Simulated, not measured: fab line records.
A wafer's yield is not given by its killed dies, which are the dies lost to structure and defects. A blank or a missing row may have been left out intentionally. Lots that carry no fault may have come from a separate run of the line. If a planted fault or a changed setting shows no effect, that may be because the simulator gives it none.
Lot-split experiment | flow sky130 | 23 wafers read from 5 lots, route of 708 steps

== THE SPLIT ITSELF ==
At SKY_CAPM_COAT_07 (resist thk 1140 nm), the setting resist-thk-nm was moved away from the recipe's 1140 nm on 6 of the 23 wafers read, by -5.8% to +6.0%. The other wafers ran this setting at the recipe's value.

== FROM THE SPLIT TO THE READING: what the file shows between them, 3 steps ==
- SKY_CAPM_SOFTBAKE_08: time 60 s
- SKY_CAPM_EXPOSE_09: exposes mask CAPM, target cd 1000 nm
- SKY_CAPM_DEVELOP_11: develop time 60 s

== THE READING ==
CAPM.cd-nm (the simulator's own value, which no gauge read), in nm, at SKY_CAPM_METAL_ETCH_13 (etches TiN in Cl2/BCl3, stops on SiO2, target depth 220 nm, time 62.9 s). The file gives no usual value for it. Across the 17 wafers here that went through the recipe, the average is 998.3 nm and the standard deviation 1.9 nm.

wafer  | tool, chamber at the split | resist-thk-nm as run, nm | against the recipe | CAPM.cd-nm, nm | against lot-mates on the recipe
L076.2 | litho-track-04, 0          | 1140                     | recipe             | 997.5          | -
L076.3 | litho-track-04, 0          | 1140                     | recipe             | 996.6          | -
L076.4 | litho-track-04, 0          | 1140                     | recipe             | 999.8          | -
L080.1 | litho-track-04, 0          | 1140                     | recipe             | 1000           | -
L080.3 | litho-track-04, 0          | 1140                     | recipe             | 1000           | -
L080.4 | litho-track-04, 0          | 1140                     | recipe             | 1000           | -
L080.2 | litho-track-04, 0          | 1140                     | recipe             | 998.2          | -
L080.6 | litho-track-04, 0          | 1140                     | recipe             | 997.6          | -
L081.1 | litho-track-03, 0          | 1140                     | recipe             | 996.9          | -
L081.2 | litho-track-03, 0          | 1140                     | recipe             | 996.9          | -
L081.3 | litho-track-03, 0          | 1208                     | +6.0%              | 1006           | +9.4
L081.4 | litho-track-03, 0          | 1208                     | +6.0%              | 1005           | +8.4
L081.5 | litho-track-03, 0          | 1140                     | recipe             | 996.1          | -
L083.2 | litho-track-03, 0          | 1140                     | recipe             | 996.5          | -
L083.3 | litho-track-03, 0          | 1074                     | -5.8%              | 993.8          | -2.2
L083.4 | litho-track-03, 0          | 1140                     | recipe             | 995.5          | -
L083.5 | litho-track-03, 0          | 1074                     | -5.8%              | 989.7          | -6.3
L083.6 | litho-track-03, 0          | 1140                     | recipe             | 995.9          | -
L082.1 | litho-track-04, 0          | 1097                     | -3.8%              | 996            | -5.0
L082.2 | litho-track-04, 0          | 1097                     | -3.8%              | 995.4          | -5.6
L082.3 | litho-track-04, 0          | 1140                     | recipe             | 1002           | -
L082.4 | litho-track-04, 0          | 1140                     | recipe             | 1001           | -
L082.6 | litho-track-04, 0          | 1140                     | recipe             | 1000           | -

THE FIT
A straight line over all 23 wafers: CAPM.cd-nm changes by +1.09 nm for each +1% of resist-thk-nm; r = +0.85; the points scatter about the line by 1.9 nm.
The same after taking each lot's own level away (the mean of its wafers on the recipe; 23 wafers): +1.18 nm for each +1%; r = +0.92; scatter 1.4 nm.
The reading moves by 7 nm for the largest change in resist-thk-nm, on that fit.
Across the lots, their own levels run from 995.97 to 1001.00 nm, a range of 2.6 times the standard deviation given above.
Hence the lot-to-lot level has little effect on the slope; both slopes agree.
Check: +6.56 nm against its lot-mates is what the line predicts for one of the wafers moved furthest among these (+6.0%) when that wafer is left out of the fit. Against them it came out at +9.37 nm.

== OTHER SPLITS ON THESE WAFERS ==
Before the reading, these wafers also passed through other splits. Each is held against what the fit with the lots' levels taken away leaves over:
other split on the same wafers               | wafers away from the commonest value | r with CAPM.cd-nm (lot level and that fit taken away)
SKY_LOCAL_INTERCONNECT_ETCH_13 ion-energy-ev | 11                                   | -0.07
SKY_METAL1_METAL_ETCH_19 over-etch-frac      | 8                                    | +0.09
SKY_METAL2_SPUTTER_01 time-s                 | 5                                    | +0.03
SKY_METAL2_SPUTTER_02 power-w                | 6                                    | -0.30
SKY_VIA2_HDPCVD_00 sih4-flow-sccm            | 10                                   | -0.04
SKY_METAL3_SPUTTER_00 time-s                 | 7                                    | -0.11
SKY_METAL3_SPUTTER_01 power-w                | 9                                    | +0.05

== THE WHOLE CHAIN: every reading that the file lists as answering this split, in the file's order ==
step                   | what it does                                                            | reading                                                                         | change (the file's fit)              | r (the file's)
SKY_CAPM_COAT_07       | resist thk 1140 nm                                                      | NOVOLAK_of_CAPM_COAT_07.thk-nm (the simulator's own value, which no gauge read) | +11.5 nm for each +1% of the setting | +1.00
SKY_CAPM_METAL_ETCH_13 | etches TiN in Cl2/BCl3, stops on SiO2, target depth 220 nm, time 62.9 s | CAPM.cd-nm (the simulator's own value, which no gauge read)                     | +1.15 nm for each +1% of the setting | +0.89
SKY_CAPM_STRIP_14      | strips in O2/N2                                                         | strip-time-to-endpoint-s                                                        | withheld for each +1% of the setting | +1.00

== FILE'S OWN FIT ==
CAPM.cd-nm changes by +1.15 nm for each +1% of resist-thk-nm, r = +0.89.
